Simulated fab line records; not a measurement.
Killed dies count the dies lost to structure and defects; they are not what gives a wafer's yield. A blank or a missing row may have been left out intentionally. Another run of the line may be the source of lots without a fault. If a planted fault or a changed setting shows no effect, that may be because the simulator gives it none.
Which tool is to blame?    flow sky130    6 lots, 18 wafers sampled, at 3 steps of a route of 708

WHAT THE GAUGES SHOWED, per wafer
SKY_VIA4_THK_MEAS_20: measures by xrf.
lot   measured      on             VIA4_W_THK (nm)
L440  day 42 17:25  film_metro-02  498 496 503
L443  day 43 15:34  film_metro-01  501 502 496
L446  day 44 10:58  film_metro-03  510 510 515
L448  day 45 00:25  film_metro-03  526 518 521
L453  day 46 08:15  film_metro-02  514 518 513
L461  day 48 05:22  film_metro-01  500 502 503

EACH LOT AND THE TOOL THAT RAN IT (in order: tool; ch and the chambers of the sampled wafers; start)
lot   SKY_FIELD_ISO_STRIP_16               SKY_METAL4_DESCUM_15
L440  plasma_asher-03 ch 0,1, day 2 09:52  rie_metal-04 ch 0,1, day 41 16:46
L443  plasma_asher-01 ch 0,1, day 3 01:04  rie_metal-02 ch 0, day 42 14:32
L446  plasma_asher-02 ch 0,1, day 3 17:16  rie_metal-04 ch 0,1, day 43 10:28
L448  plasma_asher-02 ch 0,1, day 4 03:04  rie_metal-03 ch 0,1, day 44 00:08
L453  plasma_asher-02 ch 0,1, day 5 06:05  rie_metal-04 ch 0,1, day 45 09:34
L461  plasma_asher-01 ch 0,1, day 7 03:23  rie_metal-02 ch 0,1, day 47 08:01
- SKY_FIELD_ISO_STRIP_16: strips in O2/N2.
- SKY_METAL4_DESCUM_15: chemistry O2, time 8 s.

THE ANSWER, worked out from the rows above alone
Rule: usual is defined by the lots themselves. The widest of any qualifying gaps counts: lots, ordered by their means at a reading, are off when they make up no more than a third of the lots, leave a main group of 4 or more, and stand apart from it by 3 or more times the standard deviation of that group's means. Not used: any main group whose means are identical at the precision the tables above print for the reading. Also off: a lot with no number at a reading for which 4 or more lots have one. Where the step has rows for the other lots, those lots are counted as sound.
Nothing can be told from this: no lot is off at any reading shown.

WHAT HAD BEEN PUT IN BY THE SIMULATOR
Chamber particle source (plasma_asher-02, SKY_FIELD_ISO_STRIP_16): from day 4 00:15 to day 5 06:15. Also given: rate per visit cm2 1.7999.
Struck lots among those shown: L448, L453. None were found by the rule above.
